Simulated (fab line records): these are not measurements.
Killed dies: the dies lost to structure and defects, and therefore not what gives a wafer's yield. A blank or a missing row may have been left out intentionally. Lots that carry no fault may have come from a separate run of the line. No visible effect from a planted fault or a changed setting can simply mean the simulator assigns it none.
8D (eight disciplines) problem report, filled in by code	flow gf180mcu	the parts of the form that need people (team, actions taken, sign-off) are left out

1. WHAT WENT WRONG
Wafers without a fault read 122.5 s, standard deviation 0.66; runLengthS at GF_V1_CVD_02 reads a mean of 125.7 s on 6 wafers belonging to 2 lots. That puts it +4.9 standard deviations away from the usual mean.
The step: deposits SiO2 from TEOS, target thk 850 nm, time 94.851 s.
The first sign was on wafer L880.3 at day 20 08:54, on pecvd-02. The record has a number at this step for 39 wafers belonging to 13 lots. By rule, "out" or "out of limits" means more than 4 standard deviations away from the usual mean. All remaining wafers that have a number are taken as sound.

2. WHAT IT IS, WHAT IT ISN'T
question	is	is not
which readings at this step	runLengthS	heaterPowerW
which lots	L880, L881	L872, L873, L874, L875, L877, L878, L888, L890, L893, L894, L895
which wafers of those lots	all that have a number	-
read on which tools	pecvd-02	pecvd-01, pecvd-04
when	from day 20 08:54	up to then (18 sound wafers); but 15 sound wafers of L888, L890, L893, L894, L895 came after

3. SUSPECTS, AND WHAT RULES EACH OUT
Counting: a tool at a process step up to the reading stays a suspect if it ran every lot that is out and no sound lot after the first of them.
- plasmaAsher-02 at GF_SAB_STRIP_13 (strips in O2/N2): ruled out as a lasting fault. Following L880 (day 18 04:31), the first lot on it that is out, the sound lots L888, L890, L893 were run on it.
- pecvd-02 at GF_V1_CVD_02 (deposits SiO2 from TEOS, target thk 850 nm, time 94.851 s): ruled out as a lasting fault. Following L880 (day 20 08:54), the first lot on it that is out, the sound lots L890, L893 were run on it.
Left after counting: nothing in the record.

4. THE CAUSE (what the simulator had put in)
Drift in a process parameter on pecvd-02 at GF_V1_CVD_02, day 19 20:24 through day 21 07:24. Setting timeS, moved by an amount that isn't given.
Counting ruled it out, wrongly.

5. THE CHAIN OF EFFECTS, in route order
Each row: a reading where the mean over the struck wafers with a number is more than 3 standard deviations away from the usual. Only readings for which the record gives a usual standard deviation are gone through. hours: the time from each lot's start at the first step in this table that gives one to its start at this step, as a median over the lots. sigmas: the change in usual standard deviations.
hours	step	reading	usual	on struck wafers	change	sigmas
0	GF_V1_CVD_02	runLengthS	122.5 s	125.7	+3.2	+4.9
Here are the process steps it includes:
- GF_V1_CVD_02: deposits SiO2 from TEOS, target thk 850 nm, time 94.851 s.
Later steps that measure or inspect, where all struck wafers having a row at the step show a number for every such reading and not one has moved that far: GF_V1_OVL_MEAS_15, GF_V2_BOW_MEAS_05.

6. WHAT WOULD HAVE CAUGHT IT SOONER
The fault began at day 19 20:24; the first out-of-limits reading in this record came at day 20 08:54, 12 hours later.
